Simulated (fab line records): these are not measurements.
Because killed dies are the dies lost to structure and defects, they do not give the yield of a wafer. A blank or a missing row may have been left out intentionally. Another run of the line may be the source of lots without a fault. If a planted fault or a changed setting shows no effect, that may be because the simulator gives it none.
fab line records ; flow sky130
record: lots: 12; wafers: 36; last-day: 51
route steps=708 shown VT_ADJUST_LVTN@116 CONTACT@411 METAL1@452
lots that met no fault: from a run of the same line without faults
start-h: hours from the record's first day to the start of the lot's first wafer shown ; wait-h: hours elapsed since this lot's preceding step ; " as in the row above ; L1.1+2: several wafers, shown together as one row ; - no value present, or no start provided ; * or withheld: withheld ; < > ~ a bound
route shown NAME@n: NAME is a module with steps in the file, n the number in the route of the first one ; usual: mean and standard deviation over wafers with no fault ; same: alike in all rows ; chamber/n: place in a boat ; sites: the reading at each site ; _std_site: the values' standard deviation ; _edge_site: mean of outer sites minus mean of inner sites ; radius-mm: for every site, how far away it sits from the centre of the wafer ; mask NAME#n: copy n ; behind: tool/chamber where the wafer was last shaped ; hold: reason for holding the lot/hours on hold/outcome of the hold ; device: the transistor (n, p or np) that didn't switch ; end of line: tests of these same wafers at the route's end ; where a step has no rows: the recipe by itself ; killed: dies lost to structure and defects at the first sort, not the wafer's yield ; map: per-die view of a wafer (x killed, . not killed, _ where there is no die)
set.NAME: the setting the step ran with; set.NAME@STEP: the setting that earlier step ran with ; model.NAME: the simulator's own value behind a step, which no gauge read
the route's steps for a sample of lots (tables are steps, rows are wafers)
services: the hour from which a tool's chamber was out of use, counted from the record's first day as start-h (under 0 if before that day), plus the number of hours and why
== steps ==
step: SKY_VT_ADJUST_LVTN_IMPLANT_19
recipe: species: B; energy-kev: 30; dose-cm2: 6.5e+11; tilt-deg: withheld
usual: beam-on-s: 9.98/0.21
lot.wafer;tool;chamber;start-h;wait-h;beam-on-s
L399.1;implanter-01;0;182.45;0.0;9.46
L399.4;implanter-01;0;182.45;0.0;9.72
L399.5;implanter-01;0;182.45;0.0;10.07
L400.1;implanter-01;0;183.40;0.0;9.98
L400.4;implanter-01;0;183.40;0.0;9.91
L400.5;implanter-01;0;183.40;0.0;10.13
L402.1;implanter-01;0;189.65;0.0;10.35
L402.5;implanter-01;0;189.65;0.0;10.39
L402.6;implanter-01;0;189.65;0.0;9.73
L404.1;implanter-03;0;208.13;0.0;10.21
L404.2;implanter-03;0;208.13;0.0;9.94
L404.6;implanter-03;0;208.13;0.0;10.15
L405.2;implanter-03;0;208.84;0.0;9.48
L405.5;implanter-03;0;208.84;0.0;10.03
L405.6;implanter-03;0;208.84;0.0;9.57
L407.1;implanter-01;0;220.51;0.0;9.97
L407.3;implanter-01;0;220.51;0.0;10.01
L407.4;implanter-01;0;220.51;0.0;10.29
L410.1;implanter-03;0;240.83;0.0;10.33
L410.5;implanter-03;0;240.83;0.0;9.93
L410.6;implanter-03;0;240.83;0.0;9.80
L412.1;implanter-03;0;254.35;0.0;10.31
L412.4;implanter-03;0;254.35;0.0;9.67
L412.5;implanter-03;0;254.35;0.0;10.05
L412.1;implanter-03;0;255.50;1.1;10.02
L412.4;implanter-03;0;255.50;1.1;9.77
L412.5;implanter-03;0;255.50;1.1;9.80
L413.1;implanter-02;0;263.60;0.0;10.02
L413.4;implanter-02;0;263.60;0.0;9.79
L413.6;implanter-02;0;263.60;0.0;10.02
L413.1;implanter-02;0;264.08;0.5;10.07
L413.4;implanter-02;0;264.08;0.5;9.96
L413.6;implanter-02;0;264.08;0.5;10.08
L418.1;implanter-02;0;299.26;0.0;10.43
L418.3;implanter-02;0;299.26;0.0;9.84
L418.4;implanter-02;0;299.26;0.0;9.63
L419.2;implanter-01;0;303.11;0.0;9.88
L419.4;implanter-01;0;303.11;0.0;9.93
L419.6;implanter-01;0;303.11;0.0;10.23
L422.1;implanter-02;0;333.40;0.0;10.09
L422.4;implanter-02;0;333.40;0.0;9.49
L422.6;implanter-02;0;333.40;0.0;9.92
step: SKY_VT_ADJUST_LVTN_TW_MEAS_21
usual: VT_ADJUST_LVTN_2_TW: 187.7/2.3
lot.wafer;tool;chamber;start-h;wait-h;VT_ADJUST_LVTN_2_TW
L399.1;film-metro-01;-;182.70;0.1;186.1
L399.4;film-metro-01;-;182.70;0.1;185.5
L399.5;film-metro-01;-;182.70;0.1;186.2
L400.1;film-metro-04;-;183.65;0.1;188.3
L400.4;film-metro-04;-;183.65;0.1;188.5
L400.5;film-metro-04;-;183.65;0.1;187.2
L402.1;film-metro-04;-;189.90;0.1;189.1
L402.5;film-metro-04;-;189.90;0.1;188.3
L402.6;film-metro-04;-;189.90;0.1;189.0
L404.1;film-metro-01;-;208.38;0.1;185.3
L404.2;film-metro-01;-;208.38;0.1;184.1
L404.6;film-metro-01;-;208.38;0.1;184.7
L405.2;film-metro-02;-;209.07;0.1;189.4
L405.5;film-metro-02;-;209.07;0.1;190.8
L405.6;film-metro-02;-;209.07;0.1;189.9
L407.1;film-metro-01;-;220.76;0.1;184.9
L407.3;film-metro-01;-;220.76;0.1;186.1
L407.4;film-metro-01;-;220.76;0.1;185.5
L410.1;film-metro-01;-;241.08;0.1;184.5
L410.5;film-metro-01;-;241.08;0.1;185.2
L410.6;film-metro-01;-;241.08;0.1;185.0
L412.1;film-metro-04;-;255.88;0.1;231.4
L412.4;film-metro-04;-;255.88;0.1;230.4
L412.5;film-metro-04;-;255.88;0.1;231.8
L413.1;film-metro-02;-;264.41;0.1;231.1
L413.4;film-metro-02;-;264.41;0.1;230.1
L413.6;film-metro-02;-;264.41;0.1;229.9
L418.1;film-metro-04;-;299.51;0.1;191.1
L418.3;film-metro-04;-;299.51;0.1;190.2
L418.4;film-metro-04;-;299.51;0.1;189.9
L419.2;film-metro-02;-;303.34;0.1;188.8
L419.4;film-metro-02;-;303.34;0.1;189.5
L419.6;film-metro-02;-;303.34;0.1;189.1
L422.1;film-metro-04;-;333.65;0.1;189.7
L422.4;film-metro-04;-;333.65;0.1;189.8
L422.6;film-metro-04;-;333.65;0.1;190.9
step: SKY_CONTACT_BOW_MEAS_05
recipe: mode: bow
usual: CONTACT_BOW: 84/7.2
lot.wafer;tool;chamber;start-h;wait-h;CONTACT_BOW[um]
L399.1;film-metro-02;-;733.21;0.1;91
L399.4;film-metro-02;-;733.21;0.1;90
L399.5;film-metro-02;-;733.21;0.1;105
L400.1;film-metro-01;-;736.78;0.1;96
L400.4;film-metro-01;-;736.78;0.1;86
L400.5;film-metro-01;-;736.78;0.1;88
L402.1;film-metro-01;-;749.76;0.1;107
L402.5;film-metro-01;-;749.76;0.1;86
L402.6;film-metro-01;-;749.76;0.1;78
L404.1;film-metro-01;-;771.41;0.2;92
L404.2;film-metro-01;-;771.41;0.2;80
L404.6;film-metro-01;-;771.41;0.2;82
L405.2;film-metro-01;-;773.46;0.3;98
L405.5;film-metro-01;-;773.46;0.3;94
L405.6;film-metro-01;-;773.46;0.3;92
L407.1;film-metro-03;-;786.31;0.2;85
L407.3;film-metro-03;-;786.31;0.2;78
L407.4;film-metro-03;-;786.31;0.2;78
L410.1;film-metro-01;-;802.47;0.1;93
L410.5;film-metro-01;-;802.47;0.1;97
L410.6;film-metro-01;-;802.47;0.1;85
L412.1;film-metro-02;-;834.14;0.1;82
L412.4;film-metro-02;-;834.14;0.1;84
L412.5;film-metro-02;-;834.14;0.1;84
L413.1;film-metro-01;-;837.06;0.1;80
L413.4;film-metro-01;-;837.06;0.1;80
L413.6;film-metro-01;-;837.06;0.1;91
L419.2;film-metro-02;-;888.65;0.3;84
L419.4;film-metro-02;-;888.65;0.3;81
L419.6;film-metro-02;-;888.65;0.3;86
L418.1;film-metro-01;-;889.59;0.2;90
L418.3;film-metro-01;-;889.59;0.2;83
L418.4;film-metro-01;-;889.59;0.2;72
L422.1;film-metro-03;-;901.55;0.1;93
L422.4;film-metro-03;-;901.55;0.1;90
L422.6;film-metro-03;-;901.55;0.1;76
step: SKY_CONTACT_ETCH_17
recipe: target: SiO2; chemistry: C4F8/O2/Ar; stop-on: Si3N4; mask-material: KrF-thick; source-w: 1500; bias-w: 1200; pressure-mtorr: 40; c4f8-flow-sccm: withheld; O2_flow_sccm: 6; Ar_flow_sccm: 300; time-s: withheld; target-depth-a: 3400
usual: oes-product-au: 0.892/0.0053; rf-fwd-power-W: 1487/6.6
lot.wafer;tool;chamber;start-h;wait-h;oes-product-au;rf-fwd-power-W
L399.1;rie-diel-03;0;761.62;0.0;0.892;1493
L399.4;rie-diel-03;1;761.62;0.0;0.886;1492
L399.5;rie-diel-03;0;761.62;0.0;0.902;1486
L400.1;rie-diel-01;0;765.02;0.0;0.894;1485
L400.4;rie-diel-01;3;765.02;0.0;0.889;1495
L400.5;rie-diel-01;3;765.02;0.0;0.892;1505
L402.1;rie-diel-01;0;777.91;0.0;0.890;1486
L402.5;rie-diel-01;0;777.91;0.0;0.892;1485
L402.6;rie-diel-01;3;777.91;0.0;0.886;1492
L404.1;rie-diel-02;3;798.51;0.0;0.895;1484
L404.2;rie-diel-02;2;798.51;0.0;0.883;1485
L404.6;rie-diel-02;3;798.51;0.0;0.892;1487
L405.2;rie-diel-02;2;801.46;0.0;0.881;1483
L405.5;rie-diel-02;3;801.46;0.0;0.892;1488
L405.6;rie-diel-02;0;801.46;0.0;0.884;1490
L407.1;rie-diel-03;2;813.12;0.0;0.895;1480
L407.3;rie-diel-03;1;813.12;0.0;0.892;1489
L407.4;rie-diel-03;0;813.12;0.0;0.889;1493
L410.1;rie-diel-01;1;829.80;0.0;0.892;1465
L410.5;rie-diel-01;3;829.80;0.0;0.879;1496
L410.6;rie-diel-01;0;829.80;0.0;0.886;1477
L412.1;rie-diel-03;2;860.10;0.0;0.890;1482
L412.4;rie-diel-03;0;860.10;0.0;0.893;1481
L412.5;rie-diel-03;0;860.10;0.0;0.893;1487
L413.1;rie-diel-02;0;863.60;0.0;0.887;1491
L413.4;rie-diel-02;1;863.60;0.0;0.886;1500
L413.6;rie-diel-02;0;863.60;0.0;0.897;1488
L419.2;rie-diel-01;0;915.00;0.0;0.883;1488
L419.4;rie-diel-01;2;915.00;0.0;0.890;1486
L419.6;rie-diel-01;3;915.00;0.0;0.883;1487
L418.1;rie-diel-03;0;915.72;0.0;0.890;1473
L418.3;rie-diel-03;3;915.72;0.0;0.888;1486
L418.4;rie-diel-03;2;915.72;0.0;0.887;1492
L422.1;rie-diel-03;3;927.72;0.0;0.883;1484
L422.4;rie-diel-03;0;927.72;0.0;0.891;1486
L422.6;rie-diel-03;1;927.72;0.0;0.896;1494
step: SKY_METAL1_ETCH_18
recipe: chemistry: N2/H2; target: BARC; ion-energy-ev: 200; bias-w: 100; pressure-mtorr: 30; n2-flow-sccm: 100; h2-flow-sccm: 200; icp-w: 500; stop-on: SiO2; time-s: 45.9; target-depth-a: 600
usual: drypump-motor-current-A: 6.0/0.54; n2-flow-sccm: 100.00/0.29; oes-product-au: 0.855/0.0053; rf-fwd-power-W: 494.3/2.1; throttle-valve-pct: 13.224/0.0093
lot.wafer;tool;chamber;start-h;wait-h;drypump-motor-current-A;n2-flow-sccm;oes-product-au;rf-fwd-power-W;rf-hours-counter-h;throttle-valve-pct
L399.1;rie-metal-02;1;790.73;0.0;5.8;99.67;0.853;496.2;6;13.220
L399.4;rie-metal-02;0;790.73;0.0;6.3;99.91;0.858;494.0;-;13.211
L399.5;rie-metal-02;1;790.73;0.0;5.8;99.82;0.855;496.1;-;13.236
L400.1;rie-metal-03;0;793.58;0.0;5.1;100.11;0.851;493.2;5;13.230
L400.4;rie-metal-03;1;793.58;0.0;5.1;99.81;0.846;493.3;-;13.213
L400.5;rie-metal-03;1;793.58;0.0;5.1;100.01;0.858;495.2;-;13.232
L402.1;rie-metal-04;0;806.65;0.0;6.2;100.54;0.855;495.1;5;13.223
L402.5;rie-metal-04;1;806.65;0.0;6.8;99.96;0.847;489.4;-;13.226
L402.6;rie-metal-04;0;806.65;0.0;6.1;100.35;0.855;493.0;-;13.217
L404.1;rie-metal-02;0;827.15;0.0;6.2;99.92;0.865;492.6;8;13.233
L404.2;rie-metal-02;1;827.15;0.0;5.8;100.09;0.854;496.3;7;13.220
L404.6;rie-metal-02;0;827.15;0.0;6.3;100.30;0.855;493.0;-;13.213
L405.2;rie-metal-04;0;830.13;0.0;6.2;100.05;0.854;495.3;5;13.228
L405.5;rie-metal-04;0;830.13;0.0;6.2;100.03;0.847;495.4;-;13.212
L405.6;rie-metal-04;1;830.13;0.0;6.8;99.85;0.851;492.7;-;13.228
L407.1;rie-metal-04;1;841.23;0.0;6.8;100.15;0.852;495.4;11;13.218
L407.3;rie-metal-04;1;841.23;0.0;6.8;100.33;0.854;492.3;-;13.225
L407.4;rie-metal-04;0;841.23;0.0;6.2;100.06;0.858;494.8;-;13.215
L410.1;rie-metal-03;1;858.15;0.0;5.1;99.84;0.857;495.7;15;13.218
L410.5;rie-metal-03;0;858.15;0.0;5.2;99.66;0.852;493.7;-;13.232
L410.6;rie-metal-03;1;858.15;0.0;5.1;99.77;0.845;495.9;-;13.211
L412.1;rie-metal-02;0;888.28;0.0;6.2;99.98;0.858;493.9;10;13.220
L412.4;rie-metal-02;1;888.28;0.0;5.8;99.97;0.855;495.3;-;13.224
L412.5;rie-metal-02;1;888.28;0.0;5.8;100.52;0.855;497.3;-;13.221
L413.1;rie-metal-04;1;891.13;0.0;6.8;99.76;0.850;491.7;14;13.207
L413.4;rie-metal-04;0;891.13;0.0;6.2;100.52;0.855;492.4;-;13.230
L413.6;rie-metal-04;0;891.13;0.0;6.2;100.23;0.850;494.4;-;13.237
L419.2;rie-metal-03;1;941.80;0.0;5.1;100.16;0.855;496.1;1;13.222
L419.4;rie-metal-03;0;941.80;0.0;5.2;99.92;0.852;493.7;-;13.215
L419.6;rie-metal-03;0;941.80;0.0;5.1;100.11;0.852;495.9;-;13.209
L418.1;rie-metal-02;1;942.78;0.1;5.8;100.01;0.864;496.7;13;13.221
L418.3;rie-metal-02;1;942.78;0.1;5.8;99.94;0.855;493.3;-;13.217
L418.4;rie-metal-02;1;942.78;0.1;5.8;99.96;0.847;496.5;-;13.237
L422.1;rie-metal-03;1;953.93;0.0;5.1;99.96;0.855;496.4;2;13.225
L422.4;rie-metal-03;1;953.93;0.0;5.1;99.89;0.857;495.7;-;13.229
L422.6;rie-metal-03;0;953.93;0.0;5.2;100.02;0.852;494.7;-;13.233
== services ==
tool;chamber;start-h;hours;kind
rie-diel-03;0;161.30;3.1;repair
rie-diel-03;1;177.62;15.4;repair
implanter-03;-;188.28;1.8;repair
implanter-03;-;214.06;0.8;repair
rie-diel-03;1;262.00;9.0;repair
implanter-03;-;262.29;4.1;repair
rie-diel-03;-;273.76;0.5;repair
implanter-01;-;365.54;4.5;pm
implanter-03;-;370.38;1.2;repair
rie-diel-03;-;466.38;2.8;pm
rie-diel-03;3;487.21;4.8;repair
implanter-01;-;494.59;4.0;repair
rie-diel-03;3;513.28;4.2;repair
implanter-01;-;567.56;5.9;pm
implanter-03;-;572.89;6.5;pm
rie-diel-03;-;589.21;0.3;repair
rie-diel-03;3;591.60;6.1;repair
rie-diel-03;2;600.10;3.2;repair
implanter-01;-;676.33;3.4;repair
rie-diel-03;-;695.77;0.4;repair
implanter-01;-;707.21;0.5;repair
implanter-03;-;792.93;2.3;repair
rie-diel-03;3;806.12;5.0;repair
rie-diel-03;1;831.31;5.2;repair
== key ==
first-sign: step: SKY_VT_ADJUST_LVTN_IMPLANT_19; reading: visit; direction: added
effect: step: SKY_VT_ADJUST_LVTN_TW_MEAS_21; reading: VT_ADJUST_LVTN_2_TW; direction: up; sigmas: 19; usual: 187.7; struck: 230.8
met-at SKY_VT_ADJUST_LVTN_IMPLANT_19
struck-lots L412,L413
tester-left-out L412,L413
not-acting-at SKY_CONTACT_BOW_MEAS_05,SKY_CONTACT_ETCH_17,SKY_METAL1_ETCH_18
fault: kind: repeated-step-whole; tool: implanter-01,implanter-02,implanter-03; chamber: -; onset-h: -; steps: SKY_VT_ADJUST_LVTN_IMPLANT_19; times: 1; scope: struck-lots-only
tester-left-out: of these lots the tester's yield and bins aren't shown, on N5 and GAA mostly nor the transistor test; their killed dies are dies lost to structure and defects alone, not to doping, threshold or leakage, so they don't give the yield
